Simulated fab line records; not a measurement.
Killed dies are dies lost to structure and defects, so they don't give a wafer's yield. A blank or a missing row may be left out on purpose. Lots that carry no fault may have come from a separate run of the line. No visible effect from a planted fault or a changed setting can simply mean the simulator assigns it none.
The same fault as seen by 2 desks + flow sky130 + only its own numbers are on each desk; what lay behind them is given at the end

FROM THE METROLOGY DESK
What the gauges read for every lot (on any tool): the sampled wafers with a number, averaged. If a lot's mean is further than 4 standard deviations from the usual mean, the lot is out of limits and carries the mark OUT (the distance appears in the brackets).
Columns: A = METAL5_ALCU_RS at SKY_METAL5_RS_MEAS_05, usual 0.02708 ohm/sq
| lot  | first seen here | A       |
|------|-----------------|---------|
| L919 | day 43 00:04    | 0.02709 |
| L920 | day 43 02:15    | 0.02695 |
| L922 | day 43 21:16    | 0.02708 |
| L924 | day 44 05:04    | 0.02707 |
| L933 | day 46 16:02    | 0.02746 |
| L932 | day 46 20:02    | 0.02697 |
| L934 | day 47 01:02    | 0.02710 |
| L935 | day 47 03:46    | 0.02737 |
| L937 | day 47 15:18    | 0.02732 |
| L938 | day 47 16:53    | 0.02694 |
| L940 | day 48 08:13    | 0.02708 |
| L942 | day 48 15:31    | 0.02675 |
This desk's verdict: no lot among the 12 shows anything out of limits.

TOOL OWNER'S DESK, rieMetal-03
The tool's own readings at SKY_LOCAL_INTERCONNECT_METAL_ETCH_14 (etches TiN in Cl2/BCl3, stops on PSG, target depth 110 nm, time 31.4 s): means of the sampled wafers that have a number, for each lot that ran on this tool. If a lot's mean is further than 4 standard deviations from the usual mean, the lot is out of limits and carries the mark OUT (the distance appears in the brackets).
Columns: A = drypumpMotorCurrentA at SKY_LOCAL_INTERCONNECT_METAL_ETCH_14, usual 5.5 A; B = mfcCl2Sccm at SKY_LOCAL_INTERCONNECT_METAL_ETCH_14, usual 60.01 sccm; C = oesProductAu at SKY_LOCAL_INTERCONNECT_METAL_ETCH_14, usual 0.941 a.u.; D = throttleValvePct at SKY_LOCAL_INTERCONNECT_METAL_ETCH_14, usual 21.903 %
| lot  | first seen here | A   | B     | C     | D      |
|------|-----------------|-----|-------|-------|--------|
| L920 | day 30 15:01    | 5.3 | 60.04 | 0.946 | 21.904 |
| L922 | day 31 10:18    | 5.2 | 59.94 | 0.946 | 21.901 |
| L924 | day 31 22:07    | 5.3 | 60.19 | 0.937 | 21.901 |
| L933 | day 34 20:05    | 5.3 | 60.14 | 0.937 | 21.908 |
| L940 | day 36 22:50    | 5.5 | 59.93 | 0.935 | 21.902 |
| L942 | day 37 11:00    | 5.5 | 59.94 | 0.942 | 21.897 |
This desk's verdict: no lot among the 6 shows anything out of limits.

PUT TOGETHER
Nothing out of limits was seen by the metrology desk.
The desk of the tool owner found nothing out of limits.

WHAT THE SIMULATOR HAD PUT IN
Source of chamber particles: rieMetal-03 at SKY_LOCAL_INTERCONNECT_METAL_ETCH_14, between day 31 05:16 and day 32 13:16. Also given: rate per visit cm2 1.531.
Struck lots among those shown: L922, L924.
